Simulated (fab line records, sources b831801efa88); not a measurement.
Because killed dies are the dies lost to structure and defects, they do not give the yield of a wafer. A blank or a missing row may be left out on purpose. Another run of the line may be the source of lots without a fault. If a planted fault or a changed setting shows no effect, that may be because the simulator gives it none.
Which of the tools did it? | flow sky130 | 12 lots with 36 wafers sampled at 2 steps, on a route of 708 steps

## WHAT EACH GAUGE READ, for each wafer
SKY_CAP2M_THK_MEAS_04: measures by xrf. Usual: CAP2M_TIN_THK typically reads 199.5 nm, with standard deviation 2.5.
lot  | measured     | on            | CAP2M_TIN_THK (nm) | flag
L100 | day 39 22:44 | film_metro-02 | 198.7 198.6 199.1  |
L103 | day 40 19:16 | film_metro-02 | 198.2 199.2 199.8  |
L104 | day 41 00:52 | film_metro-04 | 197.0 195.4 197.8  |
L109 | day 42 10:22 | film_metro-02 | 194.5 194.8 194.9  |
L111 | day 42 14:43 | film_metro-03 | 201.7 202.9 203.1  |
L110 | day 42 18:46 | film_metro-02 | 200.0 200.3 200.0  |
L114 | day 43 09:44 | film_metro-03 | 202.1 202.4 202.2  |
L115 | day 43 20:49 | film_metro-04 | 197.4 196.9 196.9  |
L116 | day 44 08:56 | film_metro-02 | 196.7 195.9 194.7  |
L119 | day 44 23:58 | film_metro-02 | 200.0 200.4 200.7  |
L120 | day 45 04:26 | film_metro-04 | 199.9 199.1 200.3  |
L122 | day 45 21:23 | film_metro-02 | 198.4 199.3 200.6  |

SKY_CAP2M_OVL_MEAS_12. Usual: CAP2M_OVL typically reads 1.4 nm, with standard deviation 1.3.
lot  | measured     | on         | CAP2M_OVL (nm) | flag
L100 | day 40 22:47 | overlay-02 | 2.0 1.4 2.1    |
L103 | day 41 18:55 | overlay-02 | 0.0 1.4 0.4    |
L104 | day 41 23:44 | overlay-01 | 0.6 0.4 -0.9   |
L109 | day 43 09:28 | overlay-02 | -1.2 -1.0 0.6  |
L111 | day 43 12:57 | overlay-01 | 1.3 2.0 2.7    |
L110 | day 43 17:26 | overlay-01 | 1.8 2.5 3.2    |
L114 | day 44 07:56 | overlay-02 | 1.4 0.9 2.0    |
L115 | day 44 18:10 | overlay-01 | 1.9 0.1 2.0    |
L116 | day 45 05:22 | overlay-02 | 3.5 4.5 3.6    |
L119 | day 45 21:08 | overlay-01 | 2.7 1.8 0.0    |
L120 | day 46 01:44 | overlay-01 | 1.6 -1.4 2.3   |
L122 | day 46 17:30 | overlay-02 | 0.0 0.5 1.0    |

## TOOL THAT RAN EACH LOT (tool first, then ch and the chambers of the sampled wafers, then the start)
The record holds no process step before these readings.

## AS READ BY THE TOOLS THEMSELVES (means over the sampled wafers that have a number; for cases with no such wafer, the mark the record gives instead)
The record holds no such reading with a usual standard deviation.

## THE ANSWER, worked out from the rows above alone
Rule: take the mean of a lot's wafers that have a number; if it is more than 3 standard deviations from the usual mean, the lot is off. A lot without any number at a reading at which 4 lots or more have one is off too. The other lots that the step has rows for count as sound. First the gauges in route order, then the tools' own readings, where a lot's mean is used as printed above. At the first step where some lot is off, the reading lying furthest off is the one used; lots without a number count as furthest.
Across all readings shown, no lot is off: no conclusion can be drawn from this.

## WHAT WAS PUT IN BY THE SIMULATOR
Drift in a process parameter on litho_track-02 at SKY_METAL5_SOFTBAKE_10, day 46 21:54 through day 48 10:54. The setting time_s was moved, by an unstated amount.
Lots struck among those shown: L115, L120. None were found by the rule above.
